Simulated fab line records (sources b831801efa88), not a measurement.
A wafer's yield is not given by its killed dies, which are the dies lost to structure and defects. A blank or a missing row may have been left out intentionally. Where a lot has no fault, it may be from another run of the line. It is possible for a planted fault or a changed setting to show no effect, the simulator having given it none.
8D (eight disciplines) problem report, filled in by code + flow sky130 + the parts of the form that need people (team, actions taken, sign-off) are left out

1. PROBLEM STATEMENT
Mean of killedAtFrontEnd at SKY_PAD_OPEN_PROBE_99: 72 across 6 wafers in 2 lots; on wafers with no fault it is 15 (standard deviation 4.2). Relative to the usual mean, that is a shift of +13 standard deviations.
The first sign was on wafer L692.1 at day 47 07:06, on prober-02. At this step, 42 wafers from 14 lots have a number in the record. The rule behind "out" and "out of limits": a value lying over 4 standard deviations away from the usual mean. All remaining wafers that have a number are taken as sound.

2. WHAT IT IS, WHAT IT ISN'T
| question                    | is                     | is not                                                                                                         |
|-----------------------------|------------------------|----------------------------------------------------------------------------------------------------------------|
| which readings at this step | killedAtFrontEnd       | killed_at_M0_to_M3, killed_at_M4_up, killedAtContacts, killedAtOther, killedOpen, killedShort                  |
| which lots                  | L692, L693             | L687, L688, L690, L691, L700, L701, L703, L704, L706, L707, L708, L709                                         |
| which wafers of those lots  | all that have a number | -                                                                                                              |
| read on which tools         | prober-01, prober-02   | -                                                                                                              |
| when                        | from day 47 07:06      | up to then (12 sound wafers); but 24 sound wafers of L700, L701, L703, L704, L706, L707, L708, L709 came after |

3. SUSPECTS, AND WHAT RULES EACH OUT
Counting: a tool stays on the suspect list if, at a process step up to the reading, it processed all lots that are out and no sound lot following the first of them.
- rieDiel-01 at SKY_SONOS_ONO_ETCH_15 (etches the open film in CHF3/O2, target depth 19.52 nm, time 7.8 s): ruled out as a lasting fault. The sound lots L701, L709 went through it after L692, its earliest lot that is out (day 14 11:38).
Left after counting: nothing in the record.

4. THE CAUSE (what the simulator had put in)
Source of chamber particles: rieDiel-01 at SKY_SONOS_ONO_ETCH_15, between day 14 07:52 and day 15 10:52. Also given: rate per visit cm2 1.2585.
Counting ruled it out, wrongly: the rule takes a fault to strike every lot that its tool runs from its start on, and this one did not.

5. SEQUENCE OF EFFECTS, ordered by route
One row per reading whose mean, taken over the struck wafers that have a number, lies over 3 standard deviations from the usual. Only readings whose record carries a usual standard deviation are examined. hours: median over the lots of the time between each lot's start at the first step of this table that gives one and its start at this step. sigmas: the change, counted in usual standard deviations.
| hours | step                  | reading          | usual | on struck wafers | change | sigmas |
|-------|-----------------------|------------------|-------|------------------|--------|--------|
| 0     | SKY_PAD_OPEN_PROBE_99 | killedAtFrontEnd | 15    | 72               | +56    | +13    |
| 0     | SKY_PAD_OPEN_PROBE_99 | killedDies       | 87    | 136              | +50    | +5.1   |
Here are the process steps it includes:
- SKY_PAD_OPEN_PROBE_99

6. HOW IT WOULD HAVE BEEN CAUGHT EARLIER
In this record no reading fell out of limits until day 47 07:06, 791 hours after the fault had begun at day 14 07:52.
Tool readings at SKY_SONOS_ONO_ETCH_15 with a usual standard deviation given in the record: none out on any struck wafer, hence no alarm at a limit of 4 standard deviations on them.
